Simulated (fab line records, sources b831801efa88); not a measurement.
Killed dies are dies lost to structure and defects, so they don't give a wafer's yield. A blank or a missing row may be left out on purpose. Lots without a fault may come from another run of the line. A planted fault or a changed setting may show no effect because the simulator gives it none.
A struck lot beside a sound one | flow sfq_line | 18 steps out of a route of 325
Sound: wafers L195.1, L195.2, L195.6. Struck: wafers L191.3, L191.4, L191.6. The cause comes at the end.
At each step with rows: each side's tool, then ch and its chambers, then its first start. Under that, the readings that differ: sound wafers | struck wafers | difference of the means | sigmas: that difference in standard deviations of wafers without a fault.
alike: readings whose means differ by less than 2 such deviations, and words and numbers that are the same on both sides. not compared: withheld readings, readings that some wafer has no value for, bounds like >300 that may hide the same value, and numbers for which the record gives no deviation and whose values overlap.
The two part at a step that has a row with sigmas, a row that says differs or no value, or rows on one side only. Numbers that don't overlap but have no deviation are shown without sigmas and don't part them. A reading that every wafer of one side lacks parts them only if that side has two wafers or more.

SFQ_TRILAYER_M3_BARC_OPEN_METAL_ETCH_100: etches BARC in O2, target depth 125 nm, time 41.7 s.
  sound on rie_metal-02 ch 0,1, day 43 02:43; struck on rie_metal-03 ch 0,1, day 42 01:17
  alike: drypump_motor_current_A, oes_product_au
  not compared: rf_hours_counter_h
SFQ_TRILAYER_M3_ETCH_METAL_ETCH_078: etches Nb in Cl2/Ar, stops on SiO2, target depth 240 nm, time 120 s.
  sound on rie_metal-02 ch 0,1, day 43 02:46; struck on rie_metal-03 ch 0,1, day 42 01:22
  alike: drypump_motor_current_A, oes_product_au
  not compared: rf_hours_counter_h
SFQ_TRILAYER_M3_STRIP_STRIP_079: strips in O2.
  sound on rie_metal-02 ch 0,1, day 43 02:53; struck on rie_metal-03 ch 0,1, day 42 01:40
  alike: drypump_motor_current_A, oes_product_au
  not compared: rf_hours_counter_h
then, 2 steps without rows for these wafers: SFQ_TRILAYER_M3_STRIP_SOLV_CLEAN_080 (cleans in NMP, time 600 s); SFQ_TRILAYER_I3_DEP_PECVD_081 (deposits SiO2 from SiH4/N2O, time 108.9 s, target thk 500 nm).
SFQ_TRILAYER_I3_CMP_CMP_082: polishes SiO2.
  sound on cmp-01 ch 0,2, day 43 04:15; struck on cmp-02 ch 1,2, day 42 03:09
  reading             | sound          | struck      | difference | sigmas
  motor_current_A (A) | 10.5 11.7 11.1 | 9.7 8.6 7.6 | -2.5       | -2
  alike: time_to_endpoint_s
SFQ_I3_BOW_MEAS_922:
  sound on film_metro-04, day 43 06:45; struck on film_metro-03, day 42 06:11
  alike: I3_BOW
then, 5 steps without rows for these wafers: SFQ_TRILAYER_I3_METRO_MEASURE_083; SFQ_TRILAYER_I3_VIA_LITHO_COAT_090 (resist thk 62 nm); SFQ_TRILAYER_I3_VIA_LITHO_COAT_085 (resist thk 650 nm); SFQ_TRILAYER_I3_VIA_LITHO_SOFTBAKE_089; SFQ_TRILAYER_I3_VIA_LITHO_EXPOSE_086 (exposes mask I3, target cd 500 nm).
-- the record jumps here: 6 days lie between the struck wafers' starts before and after --
SFQ_TRILAYER_I3_VIA_LITHO_PEB_088: peb time 60 s.
  sound on litho_track-02 ch 0, day 49 06:13; struck on litho_track-04 ch 0, day 48 00:22
  reading                  | sound                | struck               | difference | sigmas
  heater_power_total_W (W) | 79.19 79.28 79.14    | 81.14 81.15 81.08    | +1.92      | +27
  plate_temp_C (C)         | 115.12 115.14 115.17 | 117.31 117.27 117.33 | +2.16      | +15
then, 1 step without rows for these wafers: SFQ_TRILAYER_I3_VIA_LITHO_DEVELOP_087 (time 60 s).
SFQ_I3_OVL_MEAS_923:
  sound on overlay-02, day 49 06:31; struck on overlay-01, day 48 00:37
  reading     | sound | struck   | difference | sigmas
  I3_OVL (nm) | 4 3 2 | -7 -5 -3 | -8         | -2
SFQ_TRILAYER_I3_VIA_BARC_OPEN_VIA_ETCH_121: etches BARC in O2, target depth 125 nm, time 41.7 s.
  sound on rie_diel-04 ch 0,1,2, day 49 06:34; struck on rie_diel-02 ch 2,3, day 48 00:39
  reading             | sound             | struck            | difference | sigmas
  model.I3.cd_nm (nm) | 500.2 501.6 501.8 | 533.9 533.3 533.6 | +32.4      |
  alike: drypump_motor_current_A, oes_product_au
  not compared: rf_hours_counter_h
SFQ_TRILAYER_I3_VIA_ETCH_VIA_ETCH_088: etches SiO2 in CHF3, stops on Nb, target depth 260 nm.
  sound on rie_diel-04 ch 0,1,2, day 49 06:36; struck on rie_diel-02 ch 2,3, day 48 00:41
  reading             | sound             | struck        | difference | sigmas
  model.I3.cd_nm (nm) | 500.6 503.9 503.1 | 531.4 535 531 | +29.9      |
  alike: drypump_motor_current_A, oes_product_au
SFQ_TRILAYER_I3_VIA_STRIP_STRIP_089: strips in O2.
  sound on rie_metal-03 ch 0,1, day 49 06:43; struck on rie_metal-04 ch 0,1, day 48 01:00
  alike: drypump_motor_current_A, oes_product_au
  not compared: rf_hours_counter_h

WHERE THEY PART
First at SFQ_TRILAYER_I3_CMP_CMP_082; last, within this record, at SFQ_I3_OVL_MEAS_923. Later steps at which nothing parts them and some readings are alike: SFQ_TRILAYER_I3_VIA_BARC_OPEN_VIA_ETCH_121, SFQ_TRILAYER_I3_VIA_ETCH_VIA_ETCH_088, SFQ_TRILAYER_I3_VIA_STRIP_STRIP_089.

WHY: what the simulator had put in
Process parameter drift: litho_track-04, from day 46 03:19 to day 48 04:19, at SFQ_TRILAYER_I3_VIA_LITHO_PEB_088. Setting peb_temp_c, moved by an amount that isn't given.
